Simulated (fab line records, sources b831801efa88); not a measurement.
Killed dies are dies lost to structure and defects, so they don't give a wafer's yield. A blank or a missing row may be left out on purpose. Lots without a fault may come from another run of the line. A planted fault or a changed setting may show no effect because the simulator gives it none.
fab line records | flow sfq_line
record lots=5 wafers=15 last_day=92
route steps=325 shown I7@309 M8@311
lots that met no fault: from a run of the same line without faults
start_h: hours from the record's first day to the start of the lot's first wafer shown | wait_h: hours since the lot's step before | " the same as in the row above | L1.1+2: a row that stands for several wafers | - no value, or no start given | * or withheld: withheld | < > ~ a bound
route shown NAME@n: a module of which the file shows steps, and the number in the route of the first | usual: mean/standard deviation of fault-free wafers | same: alike in all rows | chamber/n: place in a boat | sites: the reading at each site | _std_site: their standard deviation | _edge_site: outer sites' mean less inner sites' | radius_mm: how far each site lies from the wafer's centre | mask NAME#n: copy n | behind: the tool/chamber that last shaped the wafer | hold: why the lot was held/for how many hours/how that ended | device: the transistor (n, p or np) that didn't switch | end of line: the same wafers' tests at the end of the route | a step without rows: its recipe alone | killed: dies lost to structure and defects at the first sort, not the wafer's yield | map: a wafer's dies, x killed, . not, _ none there
set.NAME: the setting as run; set.NAME@STEP: as run at that earlier step | model.NAME: the simulator's own value behind a step, which no gauge read
lots at some steps of the route; a table a step, a row a wafer
services: from which hour (start_h, from the record's first day; less than 0 if before it) a tool's chamber was out of use, for how many hours, and why
## steps
# step SFQ_TRILAYER_I7_VIA_STRIP_STRIP_191
# recipe gas=O2 power_w=200 platen_temp_c=40 overash_fraction=0.65 chemistry=O2 pressure_mtorr=50
# usual drypump_motor_current_A=5.64/0.29 oes_product_au=0.999/0.0068
# columns lot.wafer tool chamber start_h wait_h drypump_motor_current_A oes_product_au rf_hours_counter_h
L178.1 rie_metal-02 0 1878.61 - 6.01 0.994 43
L178.2 " 1 " " 5.76 1.008 7
L178.6 " 1 " " 5.77 1.000 -
L189.1 rie_metal-02 1 2021.26 - 5.77 1.006 29
L189.2 " 1 " " 5.75 0.992 -
L189.4 " 1 " " 5.75 0.995 -
L196.1 rie_metal-04 0 2135.95 - 5.17 0.999 112
L196.3 " 1 " " 5.32 1.002 -
L196.6 " 0 " " 5.17 1.003 -
L198.1 rie_metal-04 0 2190.39 - 5.17 0.995 120
L198.2 " 1 " " 5.31 0.983 100
L198.4 " 1 " " 5.33 0.993 -
L199.3 rie_metal-02 0 2191.79 - 6.04 0.992 -
L199.4 " 1 " " 5.77 1.010 -
L199.5 " 1 " " 5.76 1.005 -
# step SFQ_TRILAYER_I7_VIA_STRIP_SOLV_CLEAN_192
# recipe chemistry=NMP temp_c=70 time_s=600
# step SFQ_TRILAYER_M8_LITHO_LOR_COAT_197
# recipe resist=lift-off spin_rpm=3000
# step SFQ_TRILAYER_M8_LITHO_LOR_BAKE_198
# recipe resist=lift-off temp_c=withheld time_s=withheld
# step SFQ_TRILAYER_M8_LITHO_COAT_193
# recipe resist=KrF spin_rpm=3000 resist_thk_nm=600
# step SFQ_TRILAYER_M8_LITHO_SOFTBAKE_199
# recipe temp_c=withheld time_s=withheld resist=KrF
# step SFQ_TRILAYER_M8_LITHO_EXPOSE_194
# recipe mask_id=M8 na=0.6 source_shape=conventional sigma_outer=0.65 target_cd_nm=2000 dose_mj=14.4
# step SFQ_TRILAYER_M8_LITHO_PEB_196
# recipe peb_temp_c=115 peb_time_s=60 resist=KrF
# step SFQ_TRILAYER_M8_LITHO_DEVELOP_195
# recipe img_clear_s=15 time_s=55 resist=KrF
# step SFQ_M8_OVL_MEAS_948
# usual M8_OVL=-5/6
# columns lot.wafer tool chamber start_h wait_h M8_OVL[nm]
L178.1 overlay-02 - 1882.17 0.1 0
L178.2 " - " " -7
L178.6 " - " " -13
L189.1 overlay-02 - 2036.67 0.1 -2
L189.2 " - " " 0
L189.4 " - " " 5
L196.1 overlay-01 - 2139.55 0.1 9
L196.3 " - " " 6
L196.6 " - " " -3
L198.1 overlay-01 - 2194.99 0.1 -2
L198.2 " - " " 1
L198.4 " - " " -8
L199.3 overlay-01 - 2197.41 0.1 -7
L199.4 " - " " -4
L199.5 " - " " -8
# step SFQ_TRILAYER_M8_DEP_EVAP_197
# recipe material=Ti angular_spread_deg=1 target_thk_nm=20 time_s=100 power_w=2000
# step SFQ_TRILAYER_M8_DEP_EVAP_198
# recipe material=Pt angular_spread_deg=1 target_thk_nm=50 time_s=250 power_w=2000
# step SFQ_TRILAYER_M8_DEP_EVAP_196
# recipe material=Au angular_spread_deg=1 target_thk_nm=180 time_s=900 power_w=2000
# columns lot.wafer tool chamber start_h wait_h model.Au_of_TRILAYER_M8_DEP_EVAP_196.thk_nm
L178.1 pvd_sputter-02 - 1882.44 0.1 181
L178.2 " - " " 182.2
L178.6 " - " " 182.3
L189.1 pvd_sputter-01 - 2036.93 0.1 179.5
L189.2 " - " " 179.2
L189.4 " - " " 186.5
L196.1 pvd_sputter-02 - 2139.81 0.1 178.9
L196.3 " - " " 177.5
L196.6 " - " " 179.3
L198.1 pvd_sputter-02 - 2195.26 0.1 183.5
L198.2 " - " " 181.4
L198.4 " - " " 183.8
L199.3 pvd_sputter-01 - 2197.66 0.1 177.4
L199.4 " - " " 177.6
L199.5 " - " " 178.2
# step SFQ_M8_RS_MEAS_949
# recipe thk_meas_gauge=four-point-probe reads=Au_of_TRILAYER_M8_DEP_EVAP_196+Pt_of_TRILAYER_M8_DEP_EVAP_198+Ti_of_TRILAYER_M8_DEP_EVAP_197
# usual M8_AU_RS=0.1539/0.0014
# columns lot.wafer tool chamber start_h wait_h M8_AU_RS[ohm/sq]
L178.1 film_metro-03 - 1882.95 0.3 0.1527
L178.2 " - " " 0.1514
L178.6 " - " " 0.1514
L189.1 film_metro-01 - 2037.45 0.3 0.1543
L189.2 " - " " 0.1546
L189.4 " - " " 0.1486
L196.1 film_metro-03 - 2140.33 0.3 0.1543
L196.3 " - " " 0.1555
L196.6 " - " " 0.1539
L198.1 film_metro-04 - 2195.77 0.3 0.1512
L198.2 " - " " 0.1526
L198.4 " - " " 0.1503
L199.3 film_metro-04 - 2198.21 0.3 0.1559
L199.4 " - " " 0.1559
L199.5 " - " " 0.1551
# step SFQ_M8_THK_MEAS_950
# recipe thk_meas_gauge=xrf reads=Au_of_TRILAYER_M8_DEP_EVAP_196
# usual M8_AU_THK=179.9/1.9
# columns lot.wafer tool chamber start_h wait_h M8_AU_THK[nm]
L178.1 film_metro-03 - 1883.07 0.1 181.2
L178.2 " - " " 182.0
L178.6 " - " " 181.5
L189.1 film_metro-01 - 2037.57 0.1 180.6
L189.2 " - " " 181.2
L189.4 " - " " 188.6
L196.1 film_metro-03 - 2140.45 0.1 179.7
L196.3 " - " " 178.4
L196.6 " - " " 180.7
L198.1 film_metro-04 - 2195.89 0.1 182.2
L198.2 " - " " 179.5
L198.4 " - " " 182.5
L199.3 film_metro-04 - 2198.31 0.1 175.8
L199.4 " - " " 175.6
L199.5 " - " " 176.6
# step SFQ_TRILAYER_M8_LIFTOFF_LIFTOFF_197
# recipe temp_c=80 time_s=600 chemistry=NMP
# step SFQ_M8_BOW_MEAS_951
# recipe mode=bow
# usual M8_BOW=8/12
# columns lot.wafer tool chamber start_h wait_h M8_BOW[um] model.etest.m8.ohm_sq
L178.1 film_metro-04 - 1883.31 0.0 11 0.153
L178.2 " - " " -8 0.1519
L178.6 " - " " 18 0.1518
L189.1 film_metro-04 - 2037.98 0.0 -4 0.1543
L189.2 " - " " 11 0.1545
L189.4 " - " " 9 0.1484
L196.1 film_metro-04 - 2140.69 0.0 19 0.1547
L196.3 " - " " 23 0.156
L196.6 " - " " 22 0.1544
L198.1 film_metro-01 - 2196.13 0.0 20 0.1509
L198.2 " - " " 21 0.1526
L198.4 " - " " 26 0.1506
L199.3 film_metro-03 - 2198.57 0.0 14 0.1561
L199.4 " - " " 10 0.1559
L199.5 " - " " 14 0.1553
## services
# columns tool chamber start_h hours kind
rie_metal-02 1 1859.19 11.2 repair
rie_metal-04 - 1869.37 1.4 pm
pvd_sputter-02 - 1872.33 9.5 repair
pvd_sputter-01 - 1896.28 13.5 repair
pvd_sputter-01 - 1899.71 4.4 repair
rie_metal-02 0 2006.28 15.7 repair
pvd_sputter-02 2 2043.19 - consumable_replace:kit
pvd_sputter-02 2 2043.19 18.0 scheduled_down
pvd_sputter-02 2 2043.19 18.0 vent_cycle
rie_metal-02 - 2114.80 0.9 repair
rie_metal-04 1 2164.99 12.1 repair
## key
first_sign step=SFQ_M8_RS_MEAS_949 reading=M8_AU_RS direction=down sigmas=3.8 usual=0.1539 struck=0.1486
effect step=SFQ_M8_THK_MEAS_950 reading=M8_AU_THK direction=up sigmas=4.6 usual=179.9 struck=188.6
model_effect step=SFQ_TRILAYER_M8_DEP_EVAP_196 value=Au_of_TRILAYER_M8_DEP_EVAP_196.thk_nm without=179.8 struck=186.5
model_effect step=SFQ_M8_BOW_MEAS_951 value=etest.m8.ohm_sq without=0.154 struck=0.1484
met_at SFQ_TRILAYER_M8_DEP_EVAP_196
struck_wafers L189.4
fault kind=process_parameter_drift tool=pvd_sputter-01 chamber=- onset_h=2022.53 steps=SFQ_TRILAYER_M8_DEP_EVAP_196 channel=target_thk_nm offset=6.7342 shape=step end_h=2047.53 acts_in=these_recipes_only stated=180 scope=struck_wafers_only
